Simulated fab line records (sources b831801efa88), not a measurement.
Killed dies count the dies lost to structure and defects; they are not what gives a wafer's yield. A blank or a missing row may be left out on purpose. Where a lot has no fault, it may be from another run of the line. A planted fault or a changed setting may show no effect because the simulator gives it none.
8D (eight disciplines) problem report, filled in by code -- flow sky130 -- the parts of the form that need people (team, actions taken, sign-off) are left out

1. WHAT IS WRONG
Mean VT_ADJUST_PCH_TW at SKY_VT_ADJUST_PCH_TW_MEAS_10: 150.7 over 6 wafers in 2 lots; fault-free wafers: 142.3, standard deviation 1.1. That is +7.6 standard deviations from the usual mean.
First observed at day 11 15:53: wafer L242.3, on film metro-03. The record has a number at this step for 39 wafers belonging to 13 lots. By rule, "out" or "out of limits" means more than 4 standard deviations away from the usual mean. The rest of the wafers with a number are treated as sound.

2. WHAT THIS IS AND IS NOT
question,is,is not
which readings at this step,VT_ADJUST_PCH_TW,-
which lots,"L242, L243","L239, L244, L250, L251, L253, L254, L255, L256, L257, L258, L260"
which wafers of those lots,all that have a number,-
read on which gauges,"film metro-02, film metro-03",film metro-04
when,from day 11 15:53,"up to then (3 sound wafers); but 30 sound wafers of L244, L250, L251, L253, L254, L255, L256, L257, L258, L260 came after"

3. THE SUSPECTS, EACH WITH WHAT RULES IT OUT
Counting: a tool at any process step up to the reading remains a suspect when it ran all the lots that are out and ran no sound lot after the first of those.
- the gauge at SKY_VT_ADJUST_PCH_TW_MEAS_10: ruled out. 2 gauges (film metro-02, film metro-03) read the wafers that are out.
- rtp anneal-01 at SKY_NWELL_RTA_28 (time 30 s): ruled out as a lasting fault. After its first lot that is out, L242 (day 6 09:38), sound lots L253, L255, L256, L257, L260 ran on it.
- implanter-03 at SKY_VT_ADJUST_PCH_IMPLANT_08: ruled out as a lasting fault. After its first lot that is out, L242 (day 11 15:40), sound lots L253, L255, L254, L257 ran on it.
Left after counting: nothing in the record.

4. THE CAUSE (what the simulator had put in)
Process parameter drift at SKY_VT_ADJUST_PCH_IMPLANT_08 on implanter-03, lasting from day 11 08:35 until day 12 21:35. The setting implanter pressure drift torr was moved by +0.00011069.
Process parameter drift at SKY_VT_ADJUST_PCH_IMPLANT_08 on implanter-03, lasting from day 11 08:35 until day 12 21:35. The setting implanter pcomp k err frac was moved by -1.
It was ruled out by counting, in error; the rule expects a fault to strike all lots run on its tool from its start on, and this fault did not.

5. SEQUENCE OF EFFECTS, ordered by route
Each row: a reading where the mean over the struck wafers with a number is more than 3 standard deviations away from the usual. Scope: only readings with a usual standard deviation given in the record; hours: median across lots of the time from each lot's start at the first step in this table that gives one to its start at this step; sigmas: change in usual standard deviations.
hours,step,reading,usual,on struck wafers,change,sigmas
0,SKY_VT_ADJUST_PCH_IMPLANT_08,beam on s,9.98 s,14.27,+4.29,+21
0,SKY_VT_ADJUST_PCH_IMPLANT_08,end station pressure torr,4.99e-06 Torr,1.15e-04,+1.10e-04,+99 or more
0,SKY_VT_ADJUST_PCH_IMPLANT_08,faraday current uA,2.81,2.00,-0.81,-15
0,SKY_VT_ADJUST_PCH_TW_MEAS_10,VT_ADJUST_PCH_TW,142.3,150.7,+8.4,+7.6
It contains these process steps:
- SKY_VT_ADJUST_PCH_IMPLANT_08

6. WHAT WOULD HAVE CAUGHT IT SOONER
7 hours passed between the start of the fault at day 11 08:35 and the first reading out of limits at a measuring or inspecting step in this record, taken at day 11 15:53.
The tool's own readings at SKY_VT_ADJUST_PCH_IMPLANT_08 were out on every struck wafer that the step has a row for (beam on s, end station pressure torr, faraday current uA): an alarm limit on them would have fired on the first of those.
